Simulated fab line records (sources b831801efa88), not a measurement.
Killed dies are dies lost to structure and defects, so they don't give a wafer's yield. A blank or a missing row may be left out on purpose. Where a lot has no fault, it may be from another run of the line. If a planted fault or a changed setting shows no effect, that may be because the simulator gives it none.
Which tool did it? -- flow gf180mcu -- 14 lots with 42 wafers sampled at 3 steps, on a route of 602 steps

WHAT THE GAUGES SHOWED, per wafer
GF_HV_LDD_TW_MEAS_38.
lot,measured,on,HV_LDD_3_TW
L670,day 11 16:34,film metro-02,1441 1434 1444
L671,day 11 21:46,film metro-01,1413 1412 1410
L672,day 12 06:40,film metro-02,1448 1447 1445
L673,day 12 20:54,film metro-04,1441 1433 1432
L675,day 13 08:10,film metro-02,1448 1450 1444
L676,day 13 15:33,film metro-04,1430 1430 1434
L678,day 14 01:31,film metro-02,1438 1445 1444
L683,day 15 22:22,film metro-04,1447 1440 1438
L686,day 16 18:03,film metro-01,1388 1386 1395
L687,day 16 21:26,film metro-01,1388 1386 1385
L688,day 17 08:47,film metro-02,1449 1444 1440
L690,day 18 03:20,film metro-04,1430 1437 1422
L692,day 18 15:26,film metro-01,1412 1408 1410
L693,day 19 00:10,film metro-01,1408 1407 1405

GF_SALICIDE_THK_MEAS_05: measures by xrf.
lot,measured,on,SALICIDE_TIN_THK (nm)
L670,day 15 06:41,film metro-04,19.73 19.75 19.70
L671,day 15 12:08,film metro-04,20.22 19.75 20.03
L672,day 15 21:44,film metro-01,20.04 20.47 20.02
L673,day 16 13:13,film metro-03,19.55 19.66 19.59
L675,day 17 04:48,film metro-03,19.36 19.54 19.53
L676,day 17 11:22,film metro-01,19.60 19.83 19.89
L678,day 17 21:24,film metro-01,19.93 19.93 20.08
L683,day 19 23:13,film metro-01,20.15 19.91 20.00
L686,day 20 23:02,film metro-03,19.87 19.76 20.03
L687,day 20 23:37,film metro-04,19.64 19.93 20.17
L688,day 21 12:19,film metro-01,19.70 19.92 19.92
L690,day 22 07:53,film metro-03,19.77 19.81 19.84
L692,day 22 18:45,film metro-03,19.78 19.79 19.59
L693,day 23 03:54,film metro-03,19.84 19.99 19.74

EACH LOT AND THE TOOL THAT RAN IT (in order: tool; ch and the chambers of the sampled wafers; start)
lot,GF_STI_WET_ETCH_17
L670,"wet bench-03 ch 3, day 2 01:40"
L671,"wet bench-03 ch 3, day 2 06:23"
L672,"wet bench-02 ch 3, day 2 11:39"
L673,"wet bench-02 ch 0, day 2 18:40"
L675,"wet bench-03 ch 1, day 3 02:46"
L676,"wet bench-02 ch 0, day 3 08:22"
L678,"wet bench-03 ch 2, day 3 19:19"
L683,"wet bench-02 ch 0, day 4 22:58"
L686,"wet bench-02 ch 1, day 5 11:59"
L687,"wet bench-02 ch 2, day 5 18:35"
L688,"wet bench-01 ch 3, day 5 22:04"
L690,"wet bench-03 ch 1, day 6 09:34"
L692,"wet bench-03 ch 0, day 6 18:43"
L693,"wet bench-03 ch 2, day 7 02:31"
- GF_STI_WET_ETCH_17: etches Si3N4 in H3PO4, target depth 45 nm, time 514 s.

AS READ BY THE TOOLS THEMSELVES (means over the sampled wafers that have a number; for cases with no such wafer, the mark the record gives instead)
GF_STI_WET_ETCH_17.
lot,tool,run length s (s)
L670,wet bench-03,545
L671,wet bench-03,547
L672,wet bench-02,539
L673,wet bench-02,548
L675,wet bench-03,540
L676,wet bench-02,540
L678,wet bench-03,539
L683,wet bench-02,542
L686,wet bench-02,870
L687,wet bench-02,865
L688,wet bench-01,538
L690,wet bench-03,542
L692,wet bench-03,541
L693,wet bench-03,540

THE ANSWER, worked out from the rows above alone
Rule: the usual values come from the lots themselves. Put in order of their means at a reading, lots are off if they are a third of the lots or fewer, leave a main group of 4 or more, and stand apart from it by a gap of 3 or more times the standard deviation of the main group's means; of several such gaps the widest counts. Not used: any main group whose means are identical at the precision the tables above print for the reading. Also off: a lot with no number at a reading for which 4 or more lots have one. The other lots that the step has rows for count as sound. After the gauges, taken in route order, come the tools' own readings; for these a lot's mean is taken, as printed above. At the first step where some lot is off, the reading lying furthest off is the one used; lots without a number count as furthest.
Off at GF_STI_WET_ETCH_17 (run length s): L686, L687. Mean 542 s and standard deviation 3.1 in the main group.
If a tool, at that step or one of the process steps before it, ran each lot that is off and ran no sound lot following the first of them, it fits. One fits: GF_STI_WET_ETCH_17 on wet bench-02. A fault onset in the window from L683 (day 4 22:58, its last sound lot) to L686 (day 5 11:59, its first lot off) fits.
On the lots that are off, the tool's own readings at GF_STI_WET_ETCH_17 differ by more than 5 times the standard deviation of the sound lots' means, which bears it out; run length s reads 868 s there versus 542 s on the sound lots.

WHAT WAS PUT IN BY THE SIMULATOR
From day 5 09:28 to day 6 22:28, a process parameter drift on wet bench-02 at GF_STI_WET_ETCH_17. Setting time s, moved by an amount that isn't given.
Struck lots among those shown: L686, L687. The rule above reached the same finding.
